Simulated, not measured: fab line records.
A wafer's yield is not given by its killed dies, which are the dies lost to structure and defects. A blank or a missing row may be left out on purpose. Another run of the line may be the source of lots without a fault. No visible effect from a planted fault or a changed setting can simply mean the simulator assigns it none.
2 desks, one fault / flow sky130 / each desk holds nothing but its own numbers, with what lay behind them at the end

== FOR THE TOOL OWNER'S DESK: pvd-sputter-02 ==
The tool's own readings at SKY_METAL2_SPUTTER_01 (material TiN, target thk 20 nm, time 16.7 s): means of the sampled wafers that have a number, for each lot that ran on this tool. Marked OUT: a lot whose mean sits more than 4 standard deviations from the usual mean, which makes it out of limits; the brackets give that distance.
Columns: A = cathode-dc-power-W at SKY_METAL2_SPUTTER_01, usual 6500.0 W; B = throttle-valve-pct at SKY_METAL2_SPUTTER_01, usual 30.3 %
lot=L841; first seen here=day 36 19:01; A=6500.4; B=29.8
lot=L847; first seen here=day 38 15:50; A=6500.1; B=29.3
This desk found nothing out of limits on any of the 2 lots.

== FROM THE METROLOGY DESK ==
Means of the sampled wafers that have a number, per lot and without regard to the tool the lot ran on: this is what the gauges read. Marked OUT: a lot whose mean sits more than 4 standard deviations from the usual mean, which makes it out of limits; the brackets give that distance.
Columns: A = VIA1_W_RS at SKY_VIA1_RS_MEAS_22, usual 0.428 ohm/sq; B = VIA1_W_THK at SKY_VIA1_THK_MEAS_23, usual 273 nm
lot=L841; first seen here=day 36 18:33; A=0.433; B=269
lot=L843; first seen here=day 37 07:05; A=0.419; B=280
lot=L847; first seen here=day 38 15:04; A=0.433; B=267
lot=L854; first seen here=day 40 14:34; A=0.428; B=274
lot=L855; first seen here=day 40 22:58; A=0.427; B=272
This desk found nothing out of limits on any of the 5 lots.

== PUT TOGETHER ==
Nothing out of limits was seen by the tool owner's desk.
From the metrology desk's view, nothing was out of limits.

== WHAT THE SIMULATOR HAD PUT IN ==
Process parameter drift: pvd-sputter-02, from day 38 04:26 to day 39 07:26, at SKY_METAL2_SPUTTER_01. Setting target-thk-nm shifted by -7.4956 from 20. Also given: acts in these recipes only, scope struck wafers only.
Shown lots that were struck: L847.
